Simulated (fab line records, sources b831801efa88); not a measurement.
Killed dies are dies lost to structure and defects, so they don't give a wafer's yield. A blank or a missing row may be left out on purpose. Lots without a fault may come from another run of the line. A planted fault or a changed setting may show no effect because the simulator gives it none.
Which tool did it? | flow gf180mcu | 7 lots, 21 wafers sampled, at 1 step of a route of 602

WHAT THE GAUGES READ, wafer by wafer
GF_VT_IMPLANT_OVL_MEAS_40.
lot  | measured     | on         | VT_IMPLANT_03_OVL (nm)
L744 | day 7 16:36  | overlay-02 | 1.3 1.7 1.9
L748 | day 8 22:08  | overlay-02 | 0.2 1.0 1.8
L752 | day 9 23:20  | overlay-02 | -0.4 0.5 -0.5
L753 | day 10 16:38 | overlay-01 | -0.8 0.0 -1.8
L759 | day 12 03:02 | overlay-02 | 1.1 0.1 0.4
L762 | day 12 18:44 | overlay-01 | 1.7 -0.4 0.9
L766 | day 14 01:02 | overlay-01 | 1.2 0.6 0.3

WHICH TOOL RAN EACH LOT (tool, then ch and the chambers of the sampled wafers, then the start)
The record holds no process step before these readings.

THE ANSWER, worked out from the rows above alone
Rule: what is usual is taken from the lots themselves. Put in order of their means at a reading, lots are off if they are a third of the lots or fewer, leave a main group of 4 or more, and stand apart from it by a gap of 3 or more times the standard deviation of the main group's means; of several such gaps the widest counts. A main group whose means are all the same, to the digits that the tables above print for the reading, isn't used. A lot without any number at a reading at which 4 lots or more have one is off too. The other lots that the step has rows for count as sound.
No lot is off at any reading shown: from this, nothing can be told.

WHAT THE SIMULATOR HAD PUT IN
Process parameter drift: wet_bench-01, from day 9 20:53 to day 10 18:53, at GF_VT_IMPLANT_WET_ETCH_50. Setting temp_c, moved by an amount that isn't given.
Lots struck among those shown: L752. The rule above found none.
